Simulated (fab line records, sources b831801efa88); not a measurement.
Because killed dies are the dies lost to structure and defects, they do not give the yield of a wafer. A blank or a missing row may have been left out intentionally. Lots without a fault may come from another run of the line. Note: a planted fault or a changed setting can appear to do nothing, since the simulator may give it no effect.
fab line records / flow gf180mcu / part 2 of 2: steps 26 to 34 of 34
record: lots: 5 wafers: 15 last-day: 34
route steps=602 shown POLY_GATE@161 HV_LDD@176
lots that met no fault: taken from a fault-free run of the same line
start-h: hours from the record's first day to the start of the lot's first wafer shown / wait-h: hours elapsed since this lot's preceding step / " unchanged from the row above / L1.1+2: a single row standing in for several wafers / - either no value or no given start / * or withheld: withheld / < > ~ a bound
route shown NAME@n: a module of which the file shows steps, and the number in the route of the first / usual: average and standard deviation across the fault-free wafers / same: alike in all rows / chamber/n: place in a boat / sites: readings site by site / _std_site: standard deviation across them / _edge_site: the outer-site mean with the inner-site mean subtracted / radius-mm: for every site, how far away it sits from the centre of the wafer / mask NAME#n: copy n / behind: the tool/chamber that last shaped the wafer / hold: what put the lot on hold/how long, in hours/how the hold closed / device: names the non-switching transistor (n, p or np) / end of line: the tests these same wafers got at the end of their route / a step without rows: its recipe alone / killed: count of dies lost to structure and defects at first sort (not the wafer's yield) / map: dies across one wafer; x = killed, . = not, _ = none there
set.NAME: setting as actually run; set.NAME@STEP: the setting as run at that earlier step / model.NAME: the simulator's own value behind a step, which no gauge read
lots at selected steps of the route; one table per step, one row per wafer
services: from which hour (start-h, from the record's first day; less than 0 if before it) a tool's chamber was out of use, for how many hours, and why
== steps ==
step: GF_HV_LDD_STRIP_10
recipe: chemistry: O2/N2 power-w: 1400 pressure-mtorr: 1500 platen-temp-c: 250 o2-flow-sccm: 3000 n2-flow-sccm: 300 overash-fraction: 0.5
usual: drypump-motor-current-A: 5.5/0.75 heater-power-w: 338/15 n2-flow-sccm: 300.1/0.82 oes-product-au: 0.716/0.0043 strip-time-to-endpoint-s: 12.64/0.04
lot.wafer=L076.2 tool=plasma-asher-02 chamber=1 start-h=229.31 wait-h=0.1 drypump-motor-current-A=5.3 heater-power-w=330 n2-flow-sccm=299.2 oes-product-au=0.714 rf-hours-counter-h=61 strip-time-to-endpoint-s=12.71
lot.wafer=L076.3 tool=plasma-asher-02 chamber=0 start-h=229.31 wait-h=0.1 drypump-motor-current-A=6.7 heater-power-w=332 n2-flow-sccm=299.6 oes-product-au=0.717 rf-hours-counter-h=- strip-time-to-endpoint-s=12.73
lot.wafer=L076.6 tool=plasma-asher-02 chamber=1 start-h=229.31 wait-h=0.1 drypump-motor-current-A=5.4 heater-power-w=331 n2-flow-sccm=299.4 oes-product-au=0.709 rf-hours-counter-h=- strip-time-to-endpoint-s=12.73
lot.wafer=L084.1 tool=plasma-asher-02 chamber=0 start-h=304.25 wait-h=0.1 drypump-motor-current-A=6.7 heater-power-w=328 n2-flow-sccm=300.3 oes-product-au=0.720 rf-hours-counter-h=69 strip-time-to-endpoint-s=12.69
lot.wafer=L084.3 tool=plasma-asher-02 chamber=1 start-h=304.25 wait-h=0.1 drypump-motor-current-A=5.4 heater-power-w=324 n2-flow-sccm=299.7 oes-product-au=0.716 rf-hours-counter-h=- strip-time-to-endpoint-s=12.63
lot.wafer=L084.4 tool=plasma-asher-02 chamber=0 start-h=304.25 wait-h=0.1 drypump-motor-current-A=6.7 heater-power-w=336 n2-flow-sccm=299.1 oes-product-au=0.721 rf-hours-counter-h=- strip-time-to-endpoint-s=12.66
lot.wafer=L089.2 tool=plasma-asher-02 chamber=1 start-h=328.45 wait-h=0.1 drypump-motor-current-A=5.4 heater-power-w=328 n2-flow-sccm=298.6 oes-product-au=0.715 rf-hours-counter-h=72 strip-time-to-endpoint-s=12.61
lot.wafer=L089.5 tool=plasma-asher-02 chamber=0 start-h=328.45 wait-h=0.1 drypump-motor-current-A=6.7 heater-power-w=342 n2-flow-sccm=301.0 oes-product-au=0.715 rf-hours-counter-h=- strip-time-to-endpoint-s=12.67
lot.wafer=L089.6 tool=plasma-asher-02 chamber=1 start-h=328.45 wait-h=0.1 drypump-motor-current-A=5.4 heater-power-w=337 n2-flow-sccm=298.7 oes-product-au=0.721 rf-hours-counter-h=- strip-time-to-endpoint-s=12.66
lot.wafer=L094.2 tool=plasma-asher-02 chamber=1 start-h=365.32 wait-h=0.1 drypump-motor-current-A=5.4 heater-power-w=329 n2-flow-sccm=300.6 oes-product-au=0.722 rf-hours-counter-h=76 strip-time-to-endpoint-s=12.64
lot.wafer=L094.4 tool=plasma-asher-02 chamber=1 start-h=365.32 wait-h=0.1 drypump-motor-current-A=5.4 heater-power-w=327 n2-flow-sccm=300.5 oes-product-au=0.718 rf-hours-counter-h=- strip-time-to-endpoint-s=12.64
lot.wafer=L094.5 tool=plasma-asher-02 chamber=1 start-h=365.32 wait-h=0.1 drypump-motor-current-A=5.4 heater-power-w=329 n2-flow-sccm=299.8 oes-product-au=0.720 rf-hours-counter-h=- strip-time-to-endpoint-s=12.64
lot.wafer=L097.1 tool=plasma-asher-01 chamber=1 start-h=389.84 wait-h=0.1 drypump-motor-current-A=5.3 heater-power-w=368 n2-flow-sccm=299.0 oes-product-au=0.720 rf-hours-counter-h=23 strip-time-to-endpoint-s=12.61
lot.wafer=L097.2 tool=plasma-asher-01 chamber=0 start-h=389.84 wait-h=0.1 drypump-motor-current-A=5.2 heater-power-w=322 n2-flow-sccm=301.1 oes-product-au=0.717 rf-hours-counter-h=23 strip-time-to-endpoint-s=12.63
lot.wafer=L097.6 tool=plasma-asher-01 chamber=1 start-h=389.84 wait-h=0.1 drypump-motor-current-A=5.3 heater-power-w=364 n2-flow-sccm=299.8 oes-product-au=0.710 rf-hours-counter-h=- strip-time-to-endpoint-s=12.63
step: GF_HV_LDD_TW_MEAS_11
usual: HV_LDD_TW: 2424/22
lot.wafer=L076.2 tool=film-metro-03 chamber=- start-h=229.42 wait-h=0.1 HV_LDD_TW=2428
lot.wafer=L076.3 tool=film-metro-03 chamber=- start-h=229.42 wait-h=0.1 HV_LDD_TW=2443
lot.wafer=L076.6 tool=film-metro-03 chamber=- start-h=229.42 wait-h=0.1 HV_LDD_TW=2429
lot.wafer=L084.1 tool=film-metro-01 chamber=- start-h=304.35 wait-h=0.1 HV_LDD_TW=2382
lot.wafer=L084.3 tool=film-metro-01 chamber=- start-h=304.35 wait-h=0.1 HV_LDD_TW=2385
lot.wafer=L084.4 tool=film-metro-01 chamber=- start-h=304.35 wait-h=0.1 HV_LDD_TW=2390
lot.wafer=L089.2 tool=film-metro-03 chamber=- start-h=328.56 wait-h=0.1 HV_LDD_TW=2437
lot.wafer=L089.5 tool=film-metro-03 chamber=- start-h=328.56 wait-h=0.1 HV_LDD_TW=2430
lot.wafer=L089.6 tool=film-metro-03 chamber=- start-h=328.56 wait-h=0.1 HV_LDD_TW=2432
lot.wafer=L094.2 tool=film-metro-04 chamber=- start-h=365.43 wait-h=0.1 HV_LDD_TW=2447
lot.wafer=L094.4 tool=film-metro-04 chamber=- start-h=365.43 wait-h=0.1 HV_LDD_TW=2453
lot.wafer=L094.5 tool=film-metro-04 chamber=- start-h=365.43 wait-h=0.1 HV_LDD_TW=2450
lot.wafer=L097.1 tool=film-metro-01 chamber=- start-h=389.94 wait-h=0.1 HV_LDD_TW=2417
lot.wafer=L097.2 tool=film-metro-01 chamber=- start-h=389.94 wait-h=0.1 HV_LDD_TW=2407
lot.wafer=L097.6 tool=film-metro-01 chamber=- start-h=389.94 wait-h=0.1 HV_LDD_TW=2397
step: GF_HV_LDD_DEHYDRATE_12
recipe: temp-c: 200 time-s: 60
usual: chill-plate-temp-C: 23.03/0.092
same: time-s: 60
lot.wafer=L076.2 tool=litho-track-03 chamber=0 start-h=238.19 wait-h=8.8 chill-plate-temp-C=22.95
lot.wafer=L076.3 tool=litho-track-03 chamber=0 start-h=238.19 wait-h=8.8 chill-plate-temp-C=22.99
lot.wafer=L076.6 tool=litho-track-03 chamber=0 start-h=238.19 wait-h=8.8 chill-plate-temp-C=23.02
lot.wafer=L084.1 tool=litho-track-03 chamber=0 start-h=313.97 wait-h=9.6 chill-plate-temp-C=23.07
lot.wafer=L084.3 tool=litho-track-03 chamber=0 start-h=313.97 wait-h=9.6 chill-plate-temp-C=22.89
lot.wafer=L084.4 tool=litho-track-03 chamber=0 start-h=313.97 wait-h=9.6 chill-plate-temp-C=22.94
lot.wafer=L089.2 tool=litho-track-02 chamber=0 start-h=338.82 wait-h=10.2 chill-plate-temp-C=23.07
lot.wafer=L089.5 tool=litho-track-02 chamber=0 start-h=338.82 wait-h=10.2 chill-plate-temp-C=22.99
lot.wafer=L089.6 tool=litho-track-02 chamber=0 start-h=338.82 wait-h=10.2 chill-plate-temp-C=23.06
lot.wafer=L094.2 tool=litho-track-04 chamber=0 start-h=376.09 wait-h=10.6 chill-plate-temp-C=23.10
lot.wafer=L094.4 tool=litho-track-04 chamber=0 start-h=376.09 wait-h=10.6 chill-plate-temp-C=22.88
lot.wafer=L094.5 tool=litho-track-04 chamber=0 start-h=376.09 wait-h=10.6 chill-plate-temp-C=23.08
lot.wafer=L097.1 tool=litho-track-02 chamber=0 start-h=400.35 wait-h=10.4 chill-plate-temp-C=23.19
lot.wafer=L097.2 tool=litho-track-02 chamber=0 start-h=400.35 wait-h=10.4 chill-plate-temp-C=23.06
lot.wafer=L097.6 tool=litho-track-02 chamber=0 start-h=400.35 wait-h=10.4 chill-plate-temp-C=23.04
step: GF_HV_LDD_HMDS_13
recipe: prime-time-s: 60 prime-temp-c: 120
usual: chill-plate-temp-C: 23.02/0.12
lot.wafer=L076.2 tool=litho-track-03 chamber=0 start-h=238.34 wait-h=0.1 chill-plate-temp-C=22.94
lot.wafer=L076.3 tool=litho-track-03 chamber=0 start-h=238.34 wait-h=0.1 chill-plate-temp-C=23.04
lot.wafer=L076.6 tool=litho-track-03 chamber=0 start-h=238.34 wait-h=0.1 chill-plate-temp-C=23.07
lot.wafer=L084.1 tool=litho-track-03 chamber=0 start-h=314.12 wait-h=0.1 chill-plate-temp-C=23.04
lot.wafer=L084.3 tool=litho-track-03 chamber=0 start-h=314.12 wait-h=0.1 chill-plate-temp-C=22.80
lot.wafer=L084.4 tool=litho-track-03 chamber=0 start-h=314.12 wait-h=0.1 chill-plate-temp-C=22.71
lot.wafer=L089.2 tool=litho-track-02 chamber=0 start-h=338.97 wait-h=0.1 chill-plate-temp-C=22.96
lot.wafer=L089.5 tool=litho-track-02 chamber=0 start-h=338.97 wait-h=0.1 chill-plate-temp-C=23.20
lot.wafer=L089.6 tool=litho-track-02 chamber=0 start-h=338.97 wait-h=0.1 chill-plate-temp-C=23.11
lot.wafer=L094.2 tool=litho-track-04 chamber=0 start-h=376.24 wait-h=0.1 chill-plate-temp-C=22.89
lot.wafer=L094.4 tool=litho-track-04 chamber=0 start-h=376.24 wait-h=0.1 chill-plate-temp-C=22.87
lot.wafer=L094.5 tool=litho-track-04 chamber=0 start-h=376.24 wait-h=0.1 chill-plate-temp-C=22.93
lot.wafer=L097.1 tool=litho-track-02 chamber=0 start-h=400.50 wait-h=0.1 chill-plate-temp-C=23.19
lot.wafer=L097.2 tool=litho-track-02 chamber=0 start-h=400.50 wait-h=0.1 chill-plate-temp-C=23.02
lot.wafer=L097.6 tool=litho-track-02 chamber=0 start-h=400.50 wait-h=0.1 chill-plate-temp-C=23.06
step: GF_HV_LDD_COAT_14
recipe: resist: NOVOLAK spin-rpm: 3000 resist-thk-nm: 1000
usual: chill-plate-temp-C: 22.99/0.096 spin-speed-rpm: 3000.1/2
lot.wafer=L076.2 tool=litho-track-03 chamber=0 start-h=238.49 wait-h=0.1 chill-plate-temp-C=23.01 spin-speed-rpm=3000.4
lot.wafer=L076.3 tool=litho-track-03 chamber=0 start-h=238.49 wait-h=0.1 chill-plate-temp-C=23.06 spin-speed-rpm=2998.7
lot.wafer=L076.6 tool=litho-track-03 chamber=0 start-h=238.49 wait-h=0.1 chill-plate-temp-C=22.91 spin-speed-rpm=2997.0
lot.wafer=L084.1 tool=litho-track-03 chamber=0 start-h=314.27 wait-h=0.1 chill-plate-temp-C=22.99 spin-speed-rpm=3000.4
lot.wafer=L084.3 tool=litho-track-03 chamber=0 start-h=314.27 wait-h=0.1 chill-plate-temp-C=23.04 spin-speed-rpm=2998.7
lot.wafer=L084.4 tool=litho-track-03 chamber=0 start-h=314.27 wait-h=0.1 chill-plate-temp-C=22.95 spin-speed-rpm=2998.1
lot.wafer=L089.2 tool=litho-track-02 chamber=0 start-h=339.12 wait-h=0.1 chill-plate-temp-C=23.09 spin-speed-rpm=2997.7
lot.wafer=L089.5 tool=litho-track-02 chamber=0 start-h=339.12 wait-h=0.1 chill-plate-temp-C=23.01 spin-speed-rpm=2999.2
lot.wafer=L089.6 tool=litho-track-02 chamber=0 start-h=339.12 wait-h=0.1 chill-plate-temp-C=23.04 spin-speed-rpm=3002.1
lot.wafer=L094.2 tool=litho-track-04 chamber=0 start-h=376.39 wait-h=0.1 chill-plate-temp-C=23.01 spin-speed-rpm=2996.7
lot.wafer=L094.4 tool=litho-track-04 chamber=0 start-h=376.39 wait-h=0.1 chill-plate-temp-C=22.99 spin-speed-rpm=2998.0
lot.wafer=L094.5 tool=litho-track-04 chamber=0 start-h=376.39 wait-h=0.1 chill-plate-temp-C=23.02 spin-speed-rpm=2998.0
lot.wafer=L097.1 tool=litho-track-02 chamber=0 start-h=400.65 wait-h=0.1 chill-plate-temp-C=23.01 spin-speed-rpm=3001.3
lot.wafer=L097.2 tool=litho-track-02 chamber=0 start-h=400.65 wait-h=0.1 chill-plate-temp-C=23.03 spin-speed-rpm=2999.7
lot.wafer=L097.6 tool=litho-track-02 chamber=0 start-h=400.65 wait-h=0.1 chill-plate-temp-C=23.08 spin-speed-rpm=3001.2
step: GF_HV_LDD_SOFTBAKE_15
recipe: temp-c: 90 time-s: 60 resist: NOVOLAK
usual: chill-plate-temp-C: 23.01/0.11
same: time-s: 60
lot.wafer=L076.2 tool=litho-track-03 chamber=0 start-h=238.64 wait-h=0.1 chill-plate-temp-C=22.87
lot.wafer=L076.3 tool=litho-track-03 chamber=0 start-h=238.64 wait-h=0.1 chill-plate-temp-C=23.17
lot.wafer=L076.6 tool=litho-track-03 chamber=0 start-h=238.64 wait-h=0.1 chill-plate-temp-C=23.06
lot.wafer=L084.1 tool=litho-track-03 chamber=0 start-h=314.42 wait-h=0.1 chill-plate-temp-C=23.12
lot.wafer=L084.3 tool=litho-track-03 chamber=0 start-h=314.42 wait-h=0.1 chill-plate-temp-C=22.77
lot.wafer=L084.4 tool=litho-track-03 chamber=0 start-h=314.42 wait-h=0.1 chill-plate-temp-C=22.93
lot.wafer=L089.2 tool=litho-track-02 chamber=0 start-h=339.27 wait-h=0.1 chill-plate-temp-C=23.07
lot.wafer=L089.5 tool=litho-track-02 chamber=0 start-h=339.27 wait-h=0.1 chill-plate-temp-C=23.09
lot.wafer=L089.6 tool=litho-track-02 chamber=0 start-h=339.27 wait-h=0.1 chill-plate-temp-C=23.10
lot.wafer=L094.2 tool=litho-track-04 chamber=0 start-h=376.54 wait-h=0.1 chill-plate-temp-C=22.93
lot.wafer=L094.4 tool=litho-track-04 chamber=0 start-h=376.54 wait-h=0.1 chill-plate-temp-C=23.02
lot.wafer=L094.5 tool=litho-track-04 chamber=0 start-h=376.54 wait-h=0.1 chill-plate-temp-C=23.05
lot.wafer=L097.1 tool=litho-track-02 chamber=0 start-h=400.80 wait-h=0.1 chill-plate-temp-C=22.94
lot.wafer=L097.2 tool=litho-track-02 chamber=0 start-h=400.80 wait-h=0.1 chill-plate-temp-C=22.94
lot.wafer=L097.6 tool=litho-track-02 chamber=0 start-h=400.80 wait-h=0.1 chill-plate-temp-C=22.90
step: GF_HV_LDD_EXPOSE_16
recipe: mask-id: Pplus_LV_AREA target-cd-nm: 400 na: 0.6 source-shape: conventional sigma-outer: 0.6 dose-mj: 140
lot.wafer=L076.2+3+6 tool=iline-stepper-02 chamber=0 start-h=- wait-h=- mask=Pplus_LV_AREA#0
lot.wafer=L084.1+3+4 tool=iline-stepper-01 chamber=0 start-h=- wait-h=- mask=Pplus_LV_AREA#0
lot.wafer=L089.2+5+6 tool=iline-stepper-02 chamber=0 start-h=- wait-h=- mask=Pplus_LV_AREA#0
lot.wafer=L094.2+4+5 tool=iline-stepper-01 chamber=0 start-h=- wait-h=- mask=Pplus_LV_AREA#0
lot.wafer=L097.1+2+6 tool=iline-stepper-01 chamber=0 start-h=- wait-h=- mask=Pplus_LV_AREA#0
step: GF_HV_LDD_PEB_17
recipe: temp-c: withheld time-s: * resist: NOVOLAK
usual: chill-plate-temp-C: *
same: time-s: *
lot.wafer=L076.2 tool=litho-track-02 chamber=0 start-h=- wait-h=- chill-plate-temp-C=*
lot.wafer=L076.3 tool=litho-track-02 chamber=0 start-h=- wait-h=- chill-plate-temp-C=*
lot.wafer=L076.6 tool=litho-track-02 chamber=0 start-h=- wait-h=- chill-plate-temp-C=*
lot.wafer=L084.1 tool=litho-track-04 chamber=0 start-h=- wait-h=- chill-plate-temp-C=*
lot.wafer=L084.3 tool=litho-track-04 chamber=0 start-h=- wait-h=- chill-plate-temp-C=*
lot.wafer=L084.4 tool=litho-track-04 chamber=0 start-h=- wait-h=- chill-plate-temp-C=*
lot.wafer=L089.2 tool=litho-track-04 chamber=0 start-h=- wait-h=- chill-plate-temp-C=*
lot.wafer=L089.5 tool=litho-track-04 chamber=0 start-h=- wait-h=- chill-plate-temp-C=*
lot.wafer=L089.6 tool=litho-track-04 chamber=0 start-h=- wait-h=- chill-plate-temp-C=*
lot.wafer=L094.2 tool=litho-track-03 chamber=0 start-h=- wait-h=- chill-plate-temp-C=*
lot.wafer=L094.4 tool=litho-track-03 chamber=0 start-h=- wait-h=- chill-plate-temp-C=*
lot.wafer=L094.5 tool=litho-track-03 chamber=0 start-h=- wait-h=- chill-plate-temp-C=*
lot.wafer=L097.1 tool=litho-track-02 chamber=0 start-h=- wait-h=- chill-plate-temp-C=*
lot.wafer=L097.2 tool=litho-track-02 chamber=0 start-h=- wait-h=- chill-plate-temp-C=*
lot.wafer=L097.6 tool=litho-track-02 chamber=0 start-h=- wait-h=- chill-plate-temp-C=*
step: GF_HV_LDD_DEVELOP_18
recipe: develop-time-s: 60 dev-temp-c: 23
usual: chill-plate-temp-C: 23.04/0.1
lot.wafer=L076.2 tool=litho-track-02 chamber=0 start-h=247.32 wait-h=0.1 chill-plate-temp-C=23.01
lot.wafer=L076.3 tool=litho-track-02 chamber=0 start-h=247.32 wait-h=0.1 chill-plate-temp-C=22.88
lot.wafer=L076.6 tool=litho-track-02 chamber=0 start-h=247.32 wait-h=0.1 chill-plate-temp-C=22.83
lot.wafer=L084.1 tool=litho-track-04 chamber=0 start-h=324.67 wait-h=0.1 chill-plate-temp-C=22.99
lot.wafer=L084.3 tool=litho-track-04 chamber=0 start-h=324.67 wait-h=0.1 chill-plate-temp-C=22.95
lot.wafer=L084.4 tool=litho-track-04 chamber=0 start-h=324.67 wait-h=0.1 chill-plate-temp-C=23.00
lot.wafer=L089.2 tool=litho-track-04 chamber=0 start-h=349.89 wait-h=0.1 chill-plate-temp-C=23.15
lot.wafer=L089.5 tool=litho-track-04 chamber=0 start-h=349.89 wait-h=0.1 chill-plate-temp-C=22.99
lot.wafer=L089.6 tool=litho-track-04 chamber=0 start-h=349.89 wait-h=0.1 chill-plate-temp-C=22.99
lot.wafer=L094.2 tool=litho-track-03 chamber=0 start-h=388.04 wait-h=0.1 chill-plate-temp-C=22.99
lot.wafer=L094.4 tool=litho-track-03 chamber=0 start-h=388.04 wait-h=0.1 chill-plate-temp-C=23.20
lot.wafer=L094.5 tool=litho-track-03 chamber=0 start-h=388.04 wait-h=0.1 chill-plate-temp-C=22.92
lot.wafer=L097.1 tool=litho-track-02 chamber=0 start-h=412.45 wait-h=0.1 chill-plate-temp-C=23.30
lot.wafer=L097.2 tool=litho-track-02 chamber=0 start-h=412.45 wait-h=0.1 chill-plate-temp-C=23.09
lot.wafer=L097.6 tool=litho-track-02 chamber=0 start-h=412.45 wait-h=0.1 chill-plate-temp-C=23.17
== services ==
tool=iline-stepper-01 chamber=- start-h=176.91 hours=2.1 kind=pm
tool=krf-scanner-02 chamber=- start-h=189.31 hours=11.6 kind=pm
tool=krf-scanner-02 chamber=- start-h=201.96 hours=0.8 kind=pm
tool=iline-stepper-02 chamber=- start-h=208.41 hours=9.7 kind=repair
tool=krf-scanner-02 chamber=- start-h=210.64 hours=1.0 kind=pm
tool=furnace-02 chamber=- start-h=214.57 hours=4.4 kind=pm
tool=iline-stepper-02 chamber=- start-h=228.42 hours=1.7 kind=pm
tool=krf-scanner-02 chamber=- start-h=232.24 hours=1.3 kind=pm
tool=rie-si-01 chamber=- start-h=233.21 hours=0.2 kind=repair
tool=rie-si-01 chamber=2 start-h=236.46 hours=8.4 kind=repair
tool=plasma-asher-02 chamber=- start-h=243.52 hours=1.2 kind=repair
tool=plasma-asher-02 chamber=- start-h=246.88 hours=0.9 kind=repair
tool=iline-stepper-01 chamber=- start-h=279.40 hours=1.7 kind=pm
tool=plasma-asher-02 chamber=- start-h=282.70 hours=2.8 kind=pm
tool=iline-stepper-02 chamber=- start-h=291.76 hours=12.9 kind=repair
tool=krf-scanner-02 chamber=- start-h=319.66 hours=0.8 kind=pm
tool=iline-stepper-02 chamber=- start-h=356.95 hours=1.7 kind=repair
tool=rie-si-01 chamber=0 start-h=357.37 hours=3.0 kind=repair
tool=krf-scanner-02 chamber=- start-h=359.59 hours=4.0 kind=pm
tool=krf-scanner-02 chamber=- start-h=370.78 hours=0.8 kind=pm
tool=krf-scanner-02 chamber=- start-h=379.64 hours=1.0 kind=pm
tool=rie-si-01 chamber=1 start-h=389.85 hours=2.4 kind=repair
tool=rie-si-01 chamber=2 start-h=397.26 hours=6.9 kind=repair
tool=plasma-asher-02 chamber=- start-h=402.01 hours=2.2 kind=repair
